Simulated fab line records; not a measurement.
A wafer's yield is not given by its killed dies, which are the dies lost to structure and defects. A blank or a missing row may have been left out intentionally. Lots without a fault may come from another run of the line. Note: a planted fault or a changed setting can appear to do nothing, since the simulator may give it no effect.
Matching of chambers ; flow gf180mcu ; 4 sister chambers for GF_POLY_GATE_ETCH_13 on rie si-01
The step etches poly-Si in HBr/Cl2, stops on SiO2, target depth 198.5 nm, time 69.6 s. 8 wafers are shown with their chamber, then 7 later ones without.

## WAFERS, EACH WITH ITS CHAMBER
wafer;chamber;oes product au (a.u.);throttle valve pct (%)
L200.2;0;1.000;33.667
L204.3;0;0.986;33.682
L204.4;3;0.981;33.694
L205.2;1;0.981;33.672
L205.3;2;1.002;33.696
L205.6;1;0.996;33.680
L206.4;2;0.998;33.685
L206.5;3;0.988;33.675

## WAFERS WITH NO CHAMBER GIVEN
wafer;oes product au (a.u.);throttle valve pct (%)
L206.6;0.985;33.678
L220.1;0.988;33.696
L220.2;1.001;33.691
L220.3;0.991;33.683
L222.1;0.991;33.683
L222.2;0.999;33.696
L222.3;0.975;33.683

## CHAMBER TAKEN BY EACH
wafer;from the rows above;in truth
L206.6;can't be placed: 1 or 3 or 0 or 2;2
L220.1;can't be placed: 3 or 2 or 1 or 0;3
L220.2;can't be placed: 2 or 0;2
L220.3;can't be placed: 1 or 3 or 0 or 2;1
L222.1;can't be placed: 1 or 3 or 0 or 2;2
L222.2;can't be placed: 2 or 3 or 0 or 1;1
L222.3;can't be placed: 3 or 1 or 0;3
Correct placement for 0 of the 7. Unplaceable from these rows: 7, with the true chamber sitting among the candidates in 7. Number placed wrongly: 0.
How it was worked out, from the rows above alone: a wafer's distance from a chamber is the root of the sum, over the readings, of the square of ((its reading less the chamber's mean) divided by the reading's scatter). If the next closest chamber is less than 2 further off than the closest, the wafer can't be placed; otherwise it belongs to the closest. Each chamber's mean is taken over the wafers shown for it. The scatter: the root of (the sum of the squares of (reading less its chamber's mean) over the shown wafers, divided by (wafers less chambers)).
